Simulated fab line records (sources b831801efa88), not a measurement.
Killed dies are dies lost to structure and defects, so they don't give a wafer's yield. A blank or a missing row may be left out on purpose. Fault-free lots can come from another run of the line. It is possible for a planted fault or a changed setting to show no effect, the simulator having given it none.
Problem report in the 8D (eight disciplines) form, filled by code | flow sky130 | the parts of the form that need people (team, actions taken, sign-off) are left out

== 1. PROBLEM STATEMENT ==
At SKY_POLY_GATE_CD_MEAS_13, cd-nm averages 129.9 nm over 9 wafers from 3 lots, while fault-free wafers read 149.5 nm, standard deviation 1.7. That is -12 standard deviations from the usual mean.
The step: target cd 150 nm.
First observed at day 20 10:40: wafer L471.3, on cd-sem-02. At this step, 39 wafers from 13 lots have a number in the record. Rule for "out" (also "out of limits"): further than 4 standard deviations from the usual mean. All remaining wafers that have a number are taken as sound.

== 2. WHAT THIS IS AND IS NOT ==
question                    | is                     | is not
which readings at this step | cd-nm                  | -
which lots                  | L471, L474, L478       | L460, L464, L465, L466, L467, L468, L470, L475, L480, L481
which wafers of those lots  | all that have a number | -
read on which gauges        | cd-sem-02              | cd-sem-01
when                        | from day 20 10:40      | up to then (21 sound wafers); but 9 sound wafers of L475, L480, L481 came after

== 3. WHAT RULES OUT EACH SUSPECT ==
Counting: a tool at a process step up to the reading stays a suspect if it ran every lot that is out and no sound lot after the first of them.
- the gauge at SKY_POLY_GATE_CD_MEAS_13 is ruled out. All the wafers that are out were read on cd-sem-02, but those of them that SKY_POLY_GATE_EXPOSE_10 has rows for are out there too, on other tools.
- krf-scanner-02 at SKY_POLY_GATE_EXPOSE_10 (exposes mask P1M, target cd 150 nm): kept. It ran every lot that is out, first L471 (day 19 19:37), and no sound lot after that; its last sound lot up to then is L470 (day 19 10:05). Out on those wafers are its own readings of exposure-dose-mJ-cm2.
The count leaves krf-scanner-02 at SKY_POLY_GATE_EXPOSE_10.

== 4. THE CAUSE (what the simulator had put in) ==
Process parameters drifting: krf-scanner-02 at SKY_POLY_GATE_EXPOSE_10, beginning at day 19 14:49. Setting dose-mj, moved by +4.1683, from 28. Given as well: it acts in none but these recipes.
Counting left only this tool.

== 5. SEQUENCE OF EFFECTS, ordered by route ==
Rows list readings where the struck wafers' mean (over those with a number) sits beyond 3 standard deviations from the usual. Only readings whose record carries a usual standard deviation are examined. hours: median over the lots of the time between each lot's start at the first step of this table that gives one and its start at this step. sigmas: the change, counted in usual standard deviations.
hours | step                     | reading              | usual    | on struck wafers | change | sigmas
0     | SKY_POLY_GATE_EXPOSE_10  | exposure-dose-mJ-cm2 | 28.001   | 31.390           | +3.389 | +99 or more
15    | SKY_POLY_GATE_CD_MEAS_13 | cd-nm                | 149.5 nm | 129.9            | -19.6  | -12
677   | SKY_PAD_OPEN_PROBE_99    | killed-at-front-end  | 15       | 79               | +64    | +14
677   | SKY_PAD_OPEN_PROBE_99    | killed-dies          | 87       | 150              | +63    | +7.4
677   | SKY_PAD_OPEN_PROBE_99    | killed-on-rim        | 17       | 48               | +31    | +8.0
Its process steps:
- SKY_POLY_GATE_EXPOSE_10: exposes mask P1M, target cd 150 nm.
- SKY_PAD_OPEN_PROBE_99

== 6. WHAT WOULD HAVE CAUGHT IT SOONER ==
The first out-of-limits reading at a measuring or inspecting step in this record came at day 20 10:40, 20 hours after the fault's start at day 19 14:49.
Tool's own readings at SKY_POLY_GATE_EXPOSE_10, exposure-dose-mJ-cm2: out on all struck wafers the step has rows for; an alarm limit on them would have tripped on the first.
Among the 3 lots that are out, L474, L478 began SKY_POLY_GATE_EXPOSE_10 on krf-scanner-02 after day 20 10:40. A hold on the tool at that time would have spared those 2.
